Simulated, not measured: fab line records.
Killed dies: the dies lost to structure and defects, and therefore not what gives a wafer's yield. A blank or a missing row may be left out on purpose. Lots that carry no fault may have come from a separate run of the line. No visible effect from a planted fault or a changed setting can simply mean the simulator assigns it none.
Struck lot and sound lot, side by side -- flow gf180mcu -- 13 steps out of a route of 602
Sound: wafers L385.1, L385.3, L385.6. Struck: wafers L382.3, L382.4, L382.6. Last of all comes the cause.
Per side, at each step with rows, come the tool, then ch with its chambers, and then its first start. Under that, the readings that differ: sound wafers -- struck wafers -- difference of the means -- sigmas: that difference in standard deviations of wafers without a fault.
alike: same words and numbers on both sides, and readings whose means sit less than 2 such deviations apart. not compared: any withheld reading, any reading some wafer has no value for, any bound like >300 that may hide the same value, and any number with overlapping values for which the record gives no deviation.
Wherever a step has rows on one side only, a row that says differs or no value, or a row with sigmas, the two part there. Non-overlapping numbers with no deviation appear without sigmas and do not part them. A reading that every wafer of one side lacks parts them only if that side has two wafers or more.

GF_V2_CD_MEAS_14: target cd 260 nm.
  sound on cd_sem-02 at day 25 14:37; struck on cd_sem-02 at day 24 16:35
  alike: cd_nm
GF_V2_OVL_MEAS_15:
  sound on overlay-02 at day 25 14:44; struck on overlay-01 at day 24 16:41
  alike: V2_OVL
GF_V2_ETCH_16: etches BARC in N2/H2.
  sound on rie_diel-01 ch 0,2,3, day 25 14:46; struck on rie_diel-04 ch 0,1,2, day 24 16:43
  alike: bias_w, drypump_motor_current_A, oes_product_au, throttle_valve_pct
GF_V2_ETCH_17: etches SiO2 in C4F8/O2/Ar, stops on TiN, target depth 630 nm.
  sound: rie_diel-01 ch 0,2,3; struck: rie_diel-04 ch 0,1,2
  alike: bias_w, oes_product_au
then, 3 steps without rows for these wafers: GF_V2_STRIP_18 (strips in O2/N2); GF_V2_STRIP_19 (strips in post etch residue remover, time 1200 s); GF_V2_CLEAN_20 (cleans in DIW).
GF_V2_SPUTTER_21: material Ti, target thk 15 nm, time 80.02 s.
  sound on pvd_sputter-04 at day 25 15:26; struck on pvd_sputter-04 at day 24 17:22
  alike: substrate_temp_c, throttle_valve_pct
GF_V2_SPUTTER_22: material TiN, target thk 10 nm, time 40 s.
  sound on pvd_sputter-04 at day 25 15:30; struck on pvd_sputter-04 at day 24 17:26
  alike: throttle_valve_pct
GF_V2_CVD_23: deposits W, target thk 350 nm, time 104.94 s.
  sound on cvd_w-02 ch 1, day 25 15:32; struck on cvd_w-01 ch 0,1, day 24 17:31
reading,sound,struck,difference,sigmas
heater_power_w (W),583 580 580,822 722 837,+213,+2
GF_V2_RS_MEAS_24: uses a four-point probe to measure.
  sound on film_metro-04 at day 25 15:39; struck on film_metro-04 at day 24 17:37
reading,sound,struck,difference,sigmas
V2_W_RS (ohm/sq),0.338 0.342 0.340,0.322 0.327 0.322,-0.016,-3
GF_V2_THK_MEAS_25: measures by xrf.
  sound on film_metro-04 at day 25 15:46; struck on film_metro-04 at day 24 17:43
reading,sound,struck,difference,sigmas
V2_W_THK (nm),354 350 351,370 363 370,+16,+2
GF_V2_CMP_26: polishes, stops on SiO2, t overpolish 15 s, target thk 0 nm.
  sound on cmp-01 ch 0,1,3, day 25 15:53; struck on cmp-01 ch 1,3, day 24 17:46
  no value came back on the struck wafers for any of 5 readings (edge_zone_pressure_frac, head_pressure_psi (psi) and others); on the sound wafers edge_zone_pressure_frac reads 1.009 0.999 0.999
reading,sound,struck,difference,sigmas
model.W_of_V2_CVD_23.thk_nm (nm),0 0 0,355.1 350.1 356.1,+353.8,
model.SiO2_of_V2_CVD_02.thk_nm (nm),628 628.7 628.7,633.5 632.2 632.8,+4.4,

## WHERE THEY PART
First at GF_V2_CVD_23; last, within this record, at GF_V2_CMP_26.

WHY: what had been put in by the simulator
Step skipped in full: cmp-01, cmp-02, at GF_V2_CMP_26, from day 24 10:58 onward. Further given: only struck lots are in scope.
